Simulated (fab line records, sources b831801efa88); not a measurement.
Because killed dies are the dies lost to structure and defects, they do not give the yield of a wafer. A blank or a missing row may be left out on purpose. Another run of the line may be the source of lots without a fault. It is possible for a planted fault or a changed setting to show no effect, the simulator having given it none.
A lot that was struck, set against a sound lot :: flow sky130 :: 14 out of 708 route steps
Sound: wafers L991.2, L991.3, L991.6. Struck: wafers L986.2, L986.3, L986.5. The cause comes at the end.
Each step with rows lists, per side, the tool, then ch with its chambers, then its first start. Under that, the readings that differ: sound wafers :: struck wafers :: difference of the means :: sigmas: that difference in standard deviations of wafers without a fault.
alike: words and numbers the same on both sides, and readings whose means are apart by under 2 such deviations; not compared: readings that were withheld, readings missing a value for some wafer, numbers with overlapping values and no deviation given by the record, and bounds like >300 which may hide the same value.
The two part at a step that has a row with sigmas, a row that says differs or no value, or rows on one side only. When numbers do not overlap yet have no deviation, they are printed without sigmas and do not part them. Lack of a reading on every wafer of one side parts them only where that side has two or more wafers.

SKY_VIA3_SPUTTER_20: material TiN, target thk 20 nm, time 80 s.
  sound on pvd sputter-01 at day 45 03:07; struck on pvd sputter-01 at day 43 16:19
  alike: cathode dc power W, chamber pressure pa, throttle valve pct
SKY_VIA3_CVD_21: deposits W, target thk 390 nm, time 117.31 s.
  sound on cvd w-02 ch 0,1, day 45 03:11; struck on cvd w-01 ch 0,1, day 43 16:22
  alike: heater power outer w, heater power w
SKY_VIA3_RS_MEAS_22: measurement is done with a four-point probe.
  sound on film metro-03 at day 45 03:19; struck on film metro-03 at day 43 16:31
  alike: VIA3_W_RS
SKY_VIA3_THK_MEAS_23: measures by xrf.
  sound on film metro-03 at day 45 03:26; struck on film metro-03 at day 43 16:37
  alike: VIA3_W_THK
then, 1 step without rows for these wafers: SKY_VIA3_CMP_24 (polishes, stops on SiO2, t overpolish 20 s, target thk 0 nm).
SKY_METAL4_SPUTTER_00: material Ti, target thk 15 nm, time 10 s.
  sound on pvd sputter-04 at day 45 03:47; struck on pvd sputter-03 at day 43 16:58
  alike: cathode dc power W, chamber pressure pa, throttle valve pct
then, 1 step without rows for these wafers: SKY_METAL4_SPUTTER_01 (material TiN, target thk 20 nm, time 16.7 s).
SKY_METAL4_SPUTTER_02: material AlCu, target thk 735 nm, time 39.1 s.
  sound on pvd sputter-04 at day 45 03:50; struck on pvd sputter-03 at day 43 17:01
  alike: cathode dc power W, chamber pressure pa, throttle valve pct
then, 1 step without rows for these wafers: SKY_METAL4_SPUTTER_03 (material Ti, target thk 5 nm, time 3.3 s).
SKY_METAL4_SPUTTER_04: material TiN, target thk 70 nm, time 58.3 s.
  sound on pvd sputter-04 at day 45 03:53; struck on pvd sputter-03 at day 43 17:04
  alike: cathode dc power W, chamber pressure pa, throttle valve pct
then, 1 step without rows for these wafers: SKY_CAP2M_CVD_00 (deposits SiO2, target thk 15.5 nm).
SKY_CAP2M_THK_MEAS_01:
  sound on film metro-02 at day 45 03:59; struck on film metro-02 at day 43 17:10
  alike: CAP2M_CVD_00_THK
SKY_CAP2M_SPUTTER_02: material TiN, target thk 200 nm, time 166.7 s.
  sound on pvd sputter-02 at day 45 04:02; struck on pvd sputter-02 at day 43 17:13
  no value came back on the struck wafers for cathode dc power W (W), chamber pressure pa (Pa), substrate temp c (C), throttle valve pct (%); on the sound wafers cathode dc power W (W) reads 6499.5 6498.8 6498.3
SKY_CAP2M_RS_MEAS_03: measurement is done with a four-point probe.
  sound on film metro-03 at day 45 04:10; struck on film metro-04 at day 43 17:38
reading: CAP2M_TIN_RS (ohm/sq)
sound: 6.99 6.96 7.03
struck: - - -
difference: no value on the struck wafers
sigmas: 
  not compared: hold

## WHERE THEY PART
At SKY_CAP2M_SPUTTER_02 first; at SKY_CAP2M_RS_MEAS_03 last (within this record only).

WHY: the cause the simulator had injected
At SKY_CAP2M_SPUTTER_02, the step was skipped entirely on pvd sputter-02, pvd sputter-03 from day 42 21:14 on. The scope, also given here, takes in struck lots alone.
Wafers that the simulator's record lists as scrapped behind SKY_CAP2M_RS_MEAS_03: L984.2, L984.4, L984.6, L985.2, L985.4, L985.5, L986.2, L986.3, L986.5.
